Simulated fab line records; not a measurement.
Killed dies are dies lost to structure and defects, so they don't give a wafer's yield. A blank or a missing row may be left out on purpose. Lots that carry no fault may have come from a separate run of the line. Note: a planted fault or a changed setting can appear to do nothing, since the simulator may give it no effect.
Which tool is to blame? -- flow sky130 -- 11 lots, 33 wafers sampled, at 4 steps of a route of 708

WHAT THE GAUGES SHOWED, per wafer
Not one reading of a measure or inspect step in the record can be checked against a usual standard deviation.

WHAT TOOL EACH LOT RAN ON (gives the tool, then ch and the chambers of the sampled wafers, and finally the start)
lot,SKY_FIELD_ISO_ETCH_14,SKY_NWELL_IMPLANT_12,SKY_NWELL_STRIP_25,SKY_POLY_GATE_STRIP_18
L603,"rie diel-02 ch 0,2,3, day 2 17:04","implanter-04 ch 0, day 4 23:17","plasma asher-02 ch 0,1, day 5 17:08","plasma asher-04 ch 0,1, day 17 01:15"
L604,"rie diel-03 ch 2,3, day 2 20:13","implanter-02 ch 0, day 5 05:05","plasma asher-03 ch 0,1, day 5 23:36","plasma asher-01 ch 0,1, day 17 07:29"
L606,"rie diel-02 ch 0,2,3, day 3 06:25","implanter-04 ch 0, day 5 23:29","plasma asher-02 ch 0,1, day 6 17:44","plasma asher-04 ch 0,1, day 18 12:45"
L607,"rie diel-03 ch 0,1,3, day 3 12:17","implanter-04 ch 0, day 6 09:34","plasma asher-02 ch 0,1, day 7 04:09","plasma asher-01 ch 0,1, day 19 05:45"
L609,"rie diel-03 ch 1,2,3, day 3 23:13","implanter-04 ch 0, day 6 14:08","plasma asher-03 ch 0,1, day 7 09:24","plasma asher-04 ch 0,1, day 19 10:51"
L610,"rie diel-04 ch 1,2, day 4 05:10","implanter-01 ch 0, day 6 17:49","plasma asher-03 ch 1, day 7 12:38","plasma asher-04 ch 0,1, day 19 21:05"
L613,"rie diel-02 ch 1,2,3, day 4 23:34","implanter-04 ch 0, day 7 13:47","plasma asher-04 ch 0,1, day 8 09:41","plasma asher-01 ch 0,1, day 21 10:20"
L614,"rie diel-03 ch 0,2,3, day 5 04:40","implanter-04 ch 0, day 7 21:29","plasma asher-04 ch 0,1, day 8 18:17","plasma asher-02 ch 0,1, day 21 16:03"
L621,"rie diel-04 ch 0,1,2, day 6 12:52","implanter-02 ch 0, day 9 15:05","plasma asher-04 ch 0,1, day 10 15:26","plasma asher-01 ch 0,1, day 24 02:32"
L623,"rie diel-03 ch 0,2,3, day 7 01:28","implanter-01 ch 0, day 10 02:22","plasma asher-02 ch 0,1, day 11 01:53","plasma asher-01 ch 0,1, day 24 13:20"
L624,"rie diel-02 ch 1,2,3, day 7 06:58","implanter-02 ch 0, day 10 09:34","plasma asher-02 ch 0,1, day 11 09:02","plasma asher-02 ch 0,1, day 24 18:53"
- SKY_FIELD_ISO_ETCH_14: etches BARC in N2/H2, stops on SiO2, time 45.9 s, target depth 60 nm.
- SKY_NWELL_IMPLANT_12
- SKY_NWELL_STRIP_25: strips in O2/N2.
- SKY_POLY_GATE_STRIP_18: strips in O2/N2.

AS READ BY THE TOOLS THEMSELVES (means over the sampled wafers that have a number; for cases with no such wafer, the mark the record gives instead)
SKY_FIELD_ISO_ETCH_14.
lot,tool,drypump motor current A (A),n2 flow sccm (sccm),oes product au (a.u.),throttle valve pct (%)
L603,rie diel-02,5.6,99.89,0.856,13.229
L604,rie diel-03,5.4,99.98,0.856,13.229
L606,rie diel-02,5.7,100.10,0.855,13.223
L607,rie diel-03,5.2,100.06,0.855,13.229
L609,rie diel-03,5.5,99.96,0.853,13.222
L610,rie diel-04,5.5,99.78,0.859,13.226
L613,rie diel-02,5.8,99.90,0.859,13.239
L614,rie diel-03,5.1,99.91,0.860,13.226
L621,rie diel-04,5.7,100.10,0.858,13.222
L623,rie diel-03,5.1,100.21,0.852,13.214
L624,rie diel-02,5.8,99.93,0.853,13.229

SKY_NWELL_IMPLANT_12.
lot,tool,dose ions cm2,faraday current uA
L603,implanter-04,1.3005e+12,7.39
L604,implanter-02,1.3001e+12,7.42
L606,implanter-04,1.3006e+12,7.18
L607,implanter-04,1.3015e+12,7.13
L609,implanter-04,1.3010e+12,7.30
L610,implanter-01,1.3003e+12,7.41
L613,implanter-04,1.4241e+12,8.06
L614,implanter-04,1.4245e+12,8.13
L621,implanter-02,1.3004e+12,7.40
L623,implanter-01,1.3012e+12,7.32
L624,implanter-02,1.3016e+12,7.39

SKY_NWELL_STRIP_25.
lot,tool,drypump motor current A (A),n2 flow sccm (sccm),oes product au (a.u.),strip time to endpoint s (s)
L603,plasma asher-02,6.3,299.9,0.724,36.99
L604,plasma asher-03,6.1,299.0,0.720,37.11
L606,plasma asher-02,6.2,301.4,0.721,36.88
L607,plasma asher-02,6.2,300.5,0.722,36.83
L609,plasma asher-03,6.1,298.5,0.716,37.02
L610,plasma asher-03,6.0,300.0,0.721,36.95
L613,plasma asher-04,6.2,300.0,0.720,36.85
L614,plasma asher-04,6.1,300.5,0.725,36.96
L621,plasma asher-04,6.1,300.4,0.722,36.84
L623,plasma asher-02,6.3,299.3,0.722,36.93
L624,plasma asher-02,6.3,300.6,0.721,36.90

SKY_POLY_GATE_STRIP_18.
lot,tool,drypump motor current A (A),n2 flow sccm (sccm),oes product au (a.u.),strip time to endpoint s (s)
L603,plasma asher-04,6.1,300.7,0.361,3.162
L604,plasma asher-01,5.4,299.3,0.361,3.170
L606,plasma asher-04,6.2,300.2,0.359,3.159
L607,plasma asher-01,5.1,299.2,0.362,3.153
L609,plasma asher-04,6.1,300.6,0.361,3.191
L610,plasma asher-04,6.5,299.7,0.359,3.156
L613,plasma asher-01,5.5,299.7,0.364,3.171
L614,plasma asher-02,6.1,299.7,0.362,3.152
L621,plasma asher-01,5.1,300.4,0.362,3.156
L623,plasma asher-01,5.5,299.7,0.363,3.181
L624,plasma asher-02,6.1,299.7,0.355,3.157

THE ANSWER, worked out from the rows above alone
Rule: what is usual is taken from the lots themselves. The widest of any qualifying gaps counts: lots, ordered by their means at a reading, are off when they make up no more than a third of the lots, leave a main group of 4 or more, and stand apart from it by 3 or more times the standard deviation of that group's means. The tables above print the reading to a certain number of digits; a main group whose means all agree to those digits is not used. Also off: a lot with no number at a reading for which 4 or more lots have one. Any other lot the step has rows for is counted as sound. The gauges are gone through in route order, then the tools' own readings, and for those a lot's mean is taken as printed above. At the first step where some lot is off, the reading lying furthest off is the one used; lots without a number count as furthest.
Off: L613, L614 (SKY_NWELL_IMPLANT_12, dose ions cm2). The main group has a mean of 1.3008e+12 with a standard deviation of 5.1e+08.
A tool fits if, at that step or a process step before it, it ran every lot that is off, and no sound lot after the first of them. One candidate fits, namely implanter-04 at SKY_NWELL_IMPLANT_12. Its last sound lot is L609 (day 6 14:08), its first lot that is off L613 (day 7 13:47): a fault that began between those two fits.
The tool's own readings at SKY_NWELL_IMPLANT_12 bear it out: on the lots that are off they differ by more than 5 times the standard deviation of the sound lots' means. dose ions cm2 reads 1.4243e+12 there against 1.3008e+12 on the sound lots; faraday current uA reads 8.10 there against 7.33 on the sound lots.

WHAT THE SIMULATOR HAD INSERTED
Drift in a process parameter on implanter-04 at SKY_NWELL_IMPLANT_12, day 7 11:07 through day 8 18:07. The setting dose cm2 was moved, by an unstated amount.
Struck lots among those shown: L613, L614. The rule above found the same.
